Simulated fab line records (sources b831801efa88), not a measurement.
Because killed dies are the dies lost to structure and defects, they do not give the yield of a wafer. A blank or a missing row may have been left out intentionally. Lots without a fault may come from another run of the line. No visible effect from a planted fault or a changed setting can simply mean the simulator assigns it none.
8D (eight disciplines) problem report, filled in by code | flow sky130 | the parts of the form that need people (team, actions taken, sign-off) are left out

## 1. WHAT WENT WRONG
Mean NWELL_RS at SKY_NWELL_RS_MEAS_29: 625.9 ohm/sq over 6 wafers in 2 lots; fault-free wafers: 618.2 ohm/sq, standard deviation 1.5. That puts it +5.1 standard deviations away from the usual mean.
The step: measures by four-point-probe.
Earliest sighting: wafer L532.1 on film metro-04 at day 9 04:47. At this step, 36 wafers from 12 lots have a number in the record. Rule for "out", or "out of limits": more than 4 standard deviations from the usual mean. All remaining wafers that have a number are taken as sound.

## 2. WHAT IT IS AND WHAT IT IS NOT
question                    | is                           | is not
which readings at this step | NWELL_RS                     | -
which lots                  | L532, L534                   | L519, L520, L522, L523, L524, L526, L536, L537, L538, L540
which wafers of those lots  | all that have a number       | -
read on which gauges        | film metro-02, film metro-04 | film metro-03
when                        | from day 9 04:47             | up to then (18 sound wafers); but 12 sound wafers of L536, L537, L538, L540 came after

## 3. THE SUSPECTS, EACH WITH WHAT RULES IT OUT
Counting: a tool at a process step up to the reading stays a suspect if it ran every lot that is out and no sound lot after the first of them.
- ruled out: the gauge at SKY_NWELL_RS_MEAS_29. The wafers that are out were read on 2 gauges (film metro-02, film metro-04).
- cmp-01 at SKY_FIELD_ISO_CMP_27 (polishes, stops on Si3N4, t overpolish 16 s, target thk 457.8 nm): ruled out as a lasting fault. After its first lot that is out, L532 (day 5 15:31), sound lots L536, L538 ran on it.
- plasma asher-04 at SKY_DNWELL_STRIP_08 (strips in O2/N2): ruled out as a lasting fault. After its first lot that is out, L532 (day 6 13:11), sound lots L537 ran on it.
- implanter-03 at SKY_NWELL_IMPLANT_13: kept. It ran every lot that is out, first L532 (day 8 06:48), and no sound lot after that. Out on those wafers are its own readings of dose ions cm2, faraday current uA.
Remaining after the count: implanter-03 at SKY_NWELL_IMPLANT_13.

## 4. THE CAUSE (what the simulator had put in)
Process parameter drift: implanter-03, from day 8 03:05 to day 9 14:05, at SKY_NWELL_IMPLANT_13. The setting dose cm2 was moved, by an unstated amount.
This tool alone remained once counting was done.

## 5. THE EFFECT CHAIN, in route order
Each row: a reading where the mean over the struck wafers with a number is more than 3 standard deviations away from the usual. Readings are gone through only where the record gives a usual standard deviation; hours: the median, over the lots, of the time from a lot's start at the first step in this table giving one to that lot's start at this step; sigmas: the change measured in usual standard deviations.
hours | step                 | reading            | usual        | on struck wafers | change     | sigmas
0     | SKY_NWELL_IMPLANT_13 | dose ions cm2      | 6.999e+11    | 5.179e+11        | -1.820e+11 | -99 or more
0     | SKY_NWELL_IMPLANT_13 | faraday current uA | 3.95         | 2.89             | -1.06      | -13
22    | SKY_NWELL_RS_MEAS_29 | NWELL_RS           | 618.2 ohm/sq | 625.9            | +7.7       | +5.1
Process steps it contains:
- SKY_NWELL_IMPLANT_13

## 6. WHAT WOULD HAVE CAUGHT IT SOONER
In this record the first reading out of limits at a measuring or inspecting step was taken at day 9 04:47, 26 hours after the fault began at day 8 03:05.
The tool's own readings at SKY_NWELL_IMPLANT_13 were out on every struck wafer that the step has a row for (dose ions cm2, faraday current uA): an alarm limit on them would have fired on the first of those.
The start of SKY_NWELL_IMPLANT_13 on implanter-03 came by day 9 04:47 for every one of the lots that are out (2). A hold on the tool at that time would have spared none of them.
